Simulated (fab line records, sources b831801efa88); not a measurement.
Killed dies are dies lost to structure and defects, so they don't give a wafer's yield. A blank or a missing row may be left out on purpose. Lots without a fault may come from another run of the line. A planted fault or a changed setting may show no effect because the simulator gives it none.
fab line records | flow sky130
record lots=13 wafers=39 last_day=50
route steps=708 shown POLY_GATE@218 SD_N@348 CONTACT@430 METAL1@451
lots that met no fault: from a run of the same line without faults
start_h: hours from the record's first day to the start of the lot's first wafer shown | wait_h: hours since the lot's step before | " the same as in the row above | L1.1+2: a row that stands for several wafers | - no value, or no start given | * or withheld: withheld | < > ~ a bound
route shown NAME@n: a module of which the file shows steps, and the number in the route of the first | usual: mean/standard deviation of fault-free wafers | same: alike in all rows | chamber/n: place in a boat | sites: the reading at each site | _std_site: their standard deviation | _edge_site: outer sites' mean less inner sites' | radius_mm: how far each site lies from the wafer's centre | mask NAME#n: copy n | behind: the tool/chamber that last shaped the wafer | hold: why the lot was held/for how many hours/how that ended | device: the transistor (n, p or np) that didn't switch | end of line: the same wafers' tests at the end of the route | a step without rows: its recipe alone | killed: dies lost to structure and defects at the first sort, not the wafer's yield | map: a wafer's dies, x killed, . not, _ none there
set.NAME: the setting as run; set.NAME@STEP: as run at that earlier step | model.NAME: the simulator's own value behind a step, which no gauge read
steps of the route over a sample of lots; a table a step, a row a wafer
services: from which hour (start_h, from the record's first day; less than 0 if before it) a tool's chamber was out of use, for how many hours, and why
## steps
# step SKY_POLY_GATE_THK_MEAS_04
# recipe reads=Si3N4_of_POLY_GATE_CVD_03
# usual POLY_GATE_CVD_03_THK=74.9/0.75
# columns lot.wafer tool chamber start_h wait_h POLY_GATE_CVD_03_THK[nm]
L108.1 film_metro-02 - 342.52 0.0 74.8
L108.4 " - " " 73.9
L108.5 " - " " 74.1
L109.1 film_metro-02 - 360.51 0.0 74.7
L109.3 " - " " 74.7
L109.5 " - " " 75.2
L110.1 film_metro-04 - 371.66 0.0 74.8
L110.4 " - " " 75.5
L110.5 " - " " 75.4
L111.3 film_metro-04 - 384.94 0.0 76.4
L111.4 " - " " 75.5
L111.6 " - " " 76.0
L113.1 film_metro-04 - 400.65 0.0 75.2
L113.4 " - " " 75.8
L113.5 " - " " 75.5
L114.3 film_metro-02 - 409.64 0.0 75.8
L114.5 " - " " 75.6
L114.6 " - " " 74.9
L117.1 film_metro-01 - 428.12 0.0 75.1
L117.3 " - " " 75.6
L117.5 " - " " 75.4
L119.1 film_metro-04 - 446.31 0.0 75.8
L119.2 " - " " 75.4
L119.6 " - " " 75.7
L120.1 film_metro-04 - 463.44 0.0 74.5
L120.2 " - " " 74.4
L120.4 " - " " 73.8
L122.3 film_metro-01 - 475.53 0.0 76.6
L122.4 " - " " 76.3
L122.5 " - " " 76.3
L124.2 film_metro-01 - 511.01 0.0 74.5
L124.4 " - " " 74.1
L124.5 " - " " 75.3
L126.2 film_metro-04 - 511.01 0.0 76.1
L126.3 " - " " 75.6
L126.5 " - " " 76.4
L130.1 film_metro-04 - 534.90 0.0 74.5
L130.2 " - " " 74.0
L130.4 " - " " 74.7
# step SKY_SD_N_DEVELOP_06
# recipe resist=NOVOLAK developer=TMAH develop_time_s=60 dev_temp_c=23
# usual chill_plate_temp_C=23.01/0.12
# columns lot.wafer tool chamber start_h wait_h chill_plate_temp_C
L108.1 litho_track-04 0 644.31 0.1 23.19
L108.4 " 0 " " 23.31
L108.5 " 0 " " 23.04
L109.1 litho_track-02 0 664.24 0.1 23.04
L109.3 " 0 " " 23.17
L109.5 " 0 " " 23.02
L110.1 litho_track-01 0 677.60 0.1 23.11
L110.4 " 0 " " 22.97
L110.5 " 0 " " 23.04
L111.3 litho_track-01 0 694.95 0.1 22.88
L111.4 " 0 " " 23.11
L111.6 " 0 " " 23.07
L113.1 litho_track-01 0 703.80 0.1 23.07
L113.4 " 0 " " 23.04
L113.5 " 0 " " 23.15
L114.3 litho_track-04 0 712.21 0.1 22.76
L114.5 " 0 " " 22.62
L114.6 " 0 " " 22.85
L117.1 litho_track-02 0 728.09 0.1 22.92
L117.3 " 0 " " 23.03
L117.5 " 0 " " 23.05
L119.1 litho_track-02 0 743.29 0.1 23.10
L119.2 " 0 " " 23.22
L119.6 " 0 " " 23.02
L120.1 litho_track-02 0 760.14 0.1 23.09
L120.2 " 0 " " 22.90
L120.4 " 0 " " 22.98
L122.3 litho_track-02 0 769.14 0.1 23.00
L122.4 " 0 " " 22.83
L122.5 " 0 " " 22.98
L124.2 litho_track-04 0 802.14 0.1 23.05
L124.4 " 0 " " 22.76
L124.5 " 0 " " 23.18
L126.2 litho_track-04 0 803.04 0.1 23.01
L126.3 " 0 " " 23.04
L126.5 " 0 " " 22.95
L130.1 litho_track-04 0 823.46 0.1 22.81
L130.2 " 0 " " 22.98
L130.4 " 0 " " 23.11
# step SKY_SD_N_CD_MEAS_07
# recipe target_cd_nm=380
# usual cd_nm=380.0/2.3
# columns lot.wafer tool chamber start_h wait_h cd_nm
L108.1 cd_sem-02 - 644.46 0.1 384.6
L108.4 " - " " 381.4
L108.5 " - " " 382.0
L109.1 cd_sem-02 - 664.39 0.1 377.9
L109.3 " - " " 377.4
L109.5 " - " " 377.5
L110.1 cd_sem-01 - 677.87 0.2 378.4
L110.4 " - " " 380.3
L110.5 " - " " 381.2
L111.3 cd_sem-02 - 695.09 0.1 376.9
L111.4 " - " " 378.2
L111.6 " - " " 380.4
L113.1 cd_sem-01 - 703.95 0.1 380.3
L113.4 " - " " 377.1
L113.5 " - " " 378.8
L114.3 cd_sem-01 - 712.35 0.1 380.8
L114.5 " - " " 382.0
L114.6 " - " " 383.4
L117.1 cd_sem-01 - 728.24 0.1 378.8
L117.3 " - " " 381.5
L117.5 " - " " 382.4
L119.1 cd_sem-02 - 743.44 0.1 380.8
L119.2 " - " " 381.5
L119.6 " - " " 378.4
L120.1 cd_sem-01 - 760.29 0.1 230.3
L120.2 " - " " 231.0
L120.4 " - " " 233.6
L122.3 cd_sem-01 - 769.28 0.1 237.0
L122.4 " - " " 237.4
L122.5 " - " " 236.0
L124.2 cd_sem-02 - 802.28 0.1 382.2
L124.4 " - " " 383.1
L124.5 " - " " 380.9
L126.2 cd_sem-02 - 803.18 0.1 381.6
L126.3 " - " " 382.6
L126.5 " - " " 382.1
L130.1 cd_sem-01 - 823.61 0.1 381.6
L130.2 " - " " 383.7
L130.4 " - " " 381.0
# step SKY_CONTACT_CVD_24
# recipe material=W target_thk_nm=340 time_s=102.12 temp_c=400 pressure_torr=40
# usual heater_power_w=885/38
# same time_s=102.12
# columns lot.wafer tool chamber start_h wait_h heater_power_w
L108.1 cvd_w-01 1 733.87 0.0 889
L108.4 " 1 " " 907
L108.5 " 1 " " 901
L109.1 cvd_w-02 1 753.78 0.0 898
L109.3 " 1 " " 872
L109.5 " 0 " " 801
L110.1 cvd_w-02 0 766.96 0.0 803
L110.4 " 0 " " 815
L110.5 " 0 " " 811
L111.3 cvd_w-02 1 783.57 0.1 894
L111.4 " 0 " " 807
L111.6 " 1 " " 899
L113.1 cvd_w-01 0 792.71 0.0 934
L113.4 " 1 " " 878
L113.5 " 0 " " 922
L114.3 cvd_w-01 1 800.07 0.1 875
L114.5 " 1 " " 873
L114.6 " 0 " " 920
L117.1 cvd_w-01 0 814.32 0.0 915
L117.3 " 1 " " 876
L117.5 " 1 " " 882
L119.1 cvd_w-01 0 830.16 0.0 931
L119.2 " 0 " " 927
L119.6 " 0 " " 930
L120.1 cvd_w-01 1 846.22 0.0 869
L120.2 " 0 " " 945
L120.4 " 0 " " 933
L122.3 cvd_w-01 0 854.34 0.1 898
L122.4 " 1 " " 884
L122.5 " 1 " " 877
L124.2 cvd_w-02 1 887.29 0.0 902
L124.4 " 1 " " 897
L124.5 " 0 " " 803
L126.2 cvd_w-01 1 887.61 0.0 879
L126.3 " 0 " " 898
L126.5 " 1 " " 880
L130.1 cvd_w-01 0 907.45 0.0 914
L130.2 " 1 " " 894
L130.4 " 0 " " 937
# step SKY_METAL1_DESCUM_17
# recipe chemistry=O2 source_power_w=150 bias_power_w=0 pressure_mtorr=10 temp_c=40 time_s=8
# usual drypump_motor_current_A=5.4/0.33 oes_product_au=0.995/0.0079
# same time_s=8
# columns lot.wafer tool chamber start_h wait_h drypump_motor_current_A oes_product_au rf_hours_counter_h
L108.1 rie_metal-02 0 762.42 0.0 5.3 0.989 14
L108.4 " 1 " " 5.1 1.012 -
L108.5 " 0 " " 5.3 1.004 -
L109.1 rie_metal-04 0 781.62 0.0 5.0 1.010 14
L109.3 " 0 " " 5.0 0.995 -
L109.5 " 0 " " 5.0 1.001 -
L110.1 rie_metal-01 0 794.79 0.0 5.4 0.994 2
L110.4 " 1 " " 5.8 0.982 -
L110.5 " 1 " " 5.8 0.987 -
L111.3 rie_metal-01 0 810.91 0.0 5.3 1.001 -
L111.4 " 1 " " 5.8 0.996 -
L111.6 " 0 " " 5.3 0.997 -
L113.1 rie_metal-04 1 821.00 0.0 5.9 1.006 1
L113.4 " 1 " " 5.9 1.000 -
L113.5 " 0 " " 4.9 1.001 -
L114.3 rie_metal-02 1 828.81 0.0 5.1 1.000 -
L114.5 " 1 " " 5.1 0.998 -
L114.6 " 0 " " 5.3 0.989 -
L117.1 rie_metal-04 0 842.37 0.0 5.0 0.990 1
L117.3 " 1 " " 5.9 0.980 -
L117.5 " 1 " " 5.9 0.994 -
L119.1 rie_metal-01 0 856.72 0.0 5.4 0.980 4
L119.2 " 1 " " 5.8 0.980 9
L119.6 " 0 " " 5.4 0.984 -
L120.1 rie_metal-02 1 873.07 0.0 5.1 0.998 11
L120.2 " 0 " " 5.3 1.012 0
L120.4 " 1 " " 5.1 0.998 -
L122.3 rie_metal-01 1 880.91 0.0 5.8 0.996 -
L122.4 " 0 " " 5.3 0.997 -
L122.5 " 1 " " 5.9 1.002 -
L124.2 rie_metal-01 0 914.01 0.0 5.3 1.007 -
L124.4 " 0 " " 5.3 0.997 -
L124.5 " 0 " " 5.3 1.005 -
L126.2 rie_metal-02 1 914.35 0.0 5.1 0.992 13
L126.3 " 0 " " 5.3 1.000 -
L126.5 " 0 " " 5.3 1.008 -
L130.1 rie_metal-01 0 933.87 0.0 5.3 0.979 8
L130.2 " 1 " " 5.8 1.005 11
L130.4 " 0 " " 5.3 0.998 -
## services
# columns tool chamber start_h hours kind
cvd_w-01 - 622.60 0.6 repair
rie_metal-02 - 632.51 1.4 pm
cvd_w-02 - 687.51 2.8 pm
rie_metal-01 - 697.05 2.5 repair
rie_metal-02 0 701.99 13.6 repair
rie_metal-01 0 717.43 - clean
rie_metal-01 0 717.43 21.0 scheduled_down
rie_metal-01 0 717.43 21.0 vent_cycle
cvd_w-01 - 735.42 2.8 pm
cvd_w-01 - 746.37 1.7 repair
cvd_w-01 - 780.59 0.9 repair
rie_metal-02 1 798.45 5.3 repair
cvd_w-01 1 828.44 9.1 repair
rie_metal-01 - 829.91 14.6 pm
rie_metal-02 0 844.39 - clean
rie_metal-02 0 844.39 23.8 scheduled_down
rie_metal-02 0 844.39 23.8 vent_cycle
rie_metal-01 1 854.97 1.0 repair
rie_metal-02 - 870.41 2.1 repair
cvd_w-02 - 892.44 0.8 repair
cvd_w-02 - 904.00 14.0 pm
cvd_w-02 0 904.00 14.0 vent_cycle
cvd_w-02 1 904.00 14.0 vent_cycle
rie_metal-01 1 909.09 22.4 repair
## key
first_sign step=SKY_SD_N_CD_MEAS_07 reading=cd_nm direction=down sigmas=63 usual=380.0 struck=234.2
effect none on later readings
met_at SKY_SD_N_DEVELOP_06
struck_lots L120,L122
tester_left_out L120,L122
not_acting_at SKY_POLY_GATE_THK_MEAS_04,SKY_CONTACT_CVD_24,SKY_METAL1_DESCUM_17
onset_between 743.29 760.14
fault kind=process_parameter_drift tool=litho_track-02 chamber=- onset_h=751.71 steps=SKY_SD_N_DEVELOP_06 channel=develop_time_s offset=* shape=step end_h=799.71 acts_in=* stated=*
# tester_left_out: of these lots the tester's yield and bins aren't shown, on N5 and GAA mostly nor the transistor test; their killed dies are dies lost to structure and defects alone, not to doping, threshold or leakage, so they don't give the yield
